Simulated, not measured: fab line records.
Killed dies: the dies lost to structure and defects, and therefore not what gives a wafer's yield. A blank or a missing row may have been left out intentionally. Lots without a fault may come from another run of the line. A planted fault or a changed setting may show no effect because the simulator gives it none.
Problem report in the 8D (eight disciplines) form, filled by code -- flow sky130 -- the parts of the form that need people (team, actions taken, sign-off) are left out

## 1. THE ISSUE
At SKY_NWELL_IMPLANT_12, dose-ions-cm2 averages 1.4243e+12 over 6 wafers from 2 lots, while fault-free wafers read 1.3002e+12, standard deviation 1.4e+09. Measured from the usual mean, that is +89 standard deviations.
Seen first at day 7 13:47 on implanter-04, wafer L613.1. The record holds 33 wafers of 11 lots with a number at this step. By rule, "out" or "out of limits" means more than 4 standard deviations away from the usual mean. Any other wafer with a number is counted as sound.

## 2. WHAT IT IS, WHAT IT ISN'T
question,is,is not
which readings at this step,"dose-ions-cm2, faraday-current-uA",-
which lots,"L613, L614","L603, L604, L606, L607, L609, L610, L621, L623, L624"
which wafers of those lots,all that have a number,-
read on which tools,implanter-04,"implanter-01, implanter-02"
when,from day 7 13:47,"up to then (18 sound wafers); but 9 sound wafers of L621, L623, L624 came after"

## 3. SUSPECTS, AND WHAT RULES EACH OUT
Counting: a tool at any process step up to the reading remains a suspect when it ran all the lots that are out and ran no sound lot after the first of those.
- implanter-04 at SKY_NWELL_IMPLANT_12: kept. It processed each lot that is out, first L613 at day 7 13:47, and no sound lot thereafter; up to then, the last sound lot it processed was L609 at day 6 14:08. Its own readings are out on those wafers: dose-ions-cm2, faraday-current-uA.
The count leaves implanter-04 at SKY_NWELL_IMPLANT_12.

## 4. THE CAUSE (what the simulator had put in)
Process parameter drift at SKY_NWELL_IMPLANT_12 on implanter-04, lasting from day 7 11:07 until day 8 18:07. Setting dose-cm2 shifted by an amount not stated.
This tool alone remained once counting was done.

## 5. SEQUENCE OF EFFECTS, ordered by route
One row per reading whose mean, taken over the struck wafers that have a number, lies over 3 standard deviations from the usual. Only readings for which the record gives a usual standard deviation are gone through. hours: the time from each lot's start at the first step in this table that gives one to its start at this step, as a median over the lots. sigmas: the change in usual standard deviations.
hours,step,reading,usual,on struck wafers,change,sigmas
0,SKY_NWELL_IMPLANT_12,dose-ions-cm2,1.3002e+12,1.4243e+12,+1.2410e+11,+89
0,SKY_NWELL_IMPLANT_12,faraday-current-uA,7.34,8.09,+0.75,+5.0
It contains these process steps:
- SKY_NWELL_IMPLANT_12

## 6. HOW IT WOULD HAVE BEEN CAUGHT EARLIER
3 hours passed between the start of the fault at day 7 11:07 and the first reading out of limits in this record, taken at day 7 13:47.
